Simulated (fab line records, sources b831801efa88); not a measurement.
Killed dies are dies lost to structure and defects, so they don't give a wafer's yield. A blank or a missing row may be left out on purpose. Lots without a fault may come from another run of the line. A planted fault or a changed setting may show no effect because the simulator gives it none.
One fault seen from 2 desks | flow gf180mcu | each desk has only its own numbers; what lay behind them comes last

THE TOOL OWNER'S DESK: plasma_asher-03
The tool's own readings at GF_HV_LDD_STRIP_49 (strips in O2/N2): means of the sampled wafers that have a number, for each lot that ran on this tool. A lot is out of limits, marked OUT, if its mean lies more than 4 standard deviations from the usual mean; the brackets give that distance.
Columns: A = chamber_pressure_mTorr at GF_HV_LDD_STRIP_49, usual 1499.8 mTorr; B = drypump_motor_current_A at GF_HV_LDD_STRIP_49, usual 5.6 A; C = heater_power_w at GF_HV_LDD_STRIP_49, usual 320 W; D = oes_product_au at GF_HV_LDD_STRIP_49, usual 0.716 a.u.; E = strip_time_to_endpoint_s at GF_HV_LDD_STRIP_49, usual 12.62 s
lot  | first seen here | A      | B   | C   | D     | E
L664 | day 13 12:58    | 1501.0 | 5.1 | 309 | 0.717 | 12.68
L679 | day 18 10:19    | 1500.6 | 5.1 | 309 | 0.717 | 12.65
This desk's finding: nothing out of limits on any of the 2 lots.

THE METROLOGY DESK
What the gauges read, lot by lot, whatever tool the lot ran on: means of the sampled wafers that have a number. A lot is out of limits, marked OUT, if its mean lies more than 4 standard deviations from the usual mean; the brackets give that distance.
Columns: A = DUAL_GATE_OXIDATION_00_THK at GF_DUAL_GATE_THK_MEAS_03, usual 10.89 nm; B = cd_nm at GF_M3_CD_MEAS_14, usual 280.2 nm; C = V3_W_RS at GF_V3_RS_MEAS_24, usual 0.330 ohm/sq
lot  | first seen here | A     | B     | C
L661 | day 7 20:23     | 10.63 | 280.5 | 0.330
L663 | day 8 06:41     | 11.31 | 281.2 | 0.333
L664 | day 8 15:32     | 10.76 | 279.1 | 0.329
L666 | day 8 23:31     | 10.73 | 279.4 | 0.331
L667 | day 9 04:05     | 10.89 | 278.5 | 0.332
L669 | day 9 21:54     | 10.63 | -     | -
L670 | day 10 02:26    | 10.63 | -     | -
L675 | day 11 12:36    | 10.84 | 280.1 | 0.327
L679 | day 12 14:40    | 11.17 | 279.7 | 0.330
L680 | day 13 00:17    | 10.76 | 280.5 | 0.328
L681 | day 13 05:46    | 11.05 | 281.0 | 0.333
L682 | day 13 10:59    | 11.33 | 278.1 | 0.326
L683 | day 13 19:58    | 11.04 | 282.5 | 0.334
L684 | day 14 08:59    | 10.87 | 281.4 | 0.327
This desk's finding: nothing out of limits on any of the 14 lots.

PUT TOGETHER
The tool owner's desk saw nothing out of limits.
The metrology desk saw nothing out of limits.

WHAT THE SIMULATOR HAD PUT IN
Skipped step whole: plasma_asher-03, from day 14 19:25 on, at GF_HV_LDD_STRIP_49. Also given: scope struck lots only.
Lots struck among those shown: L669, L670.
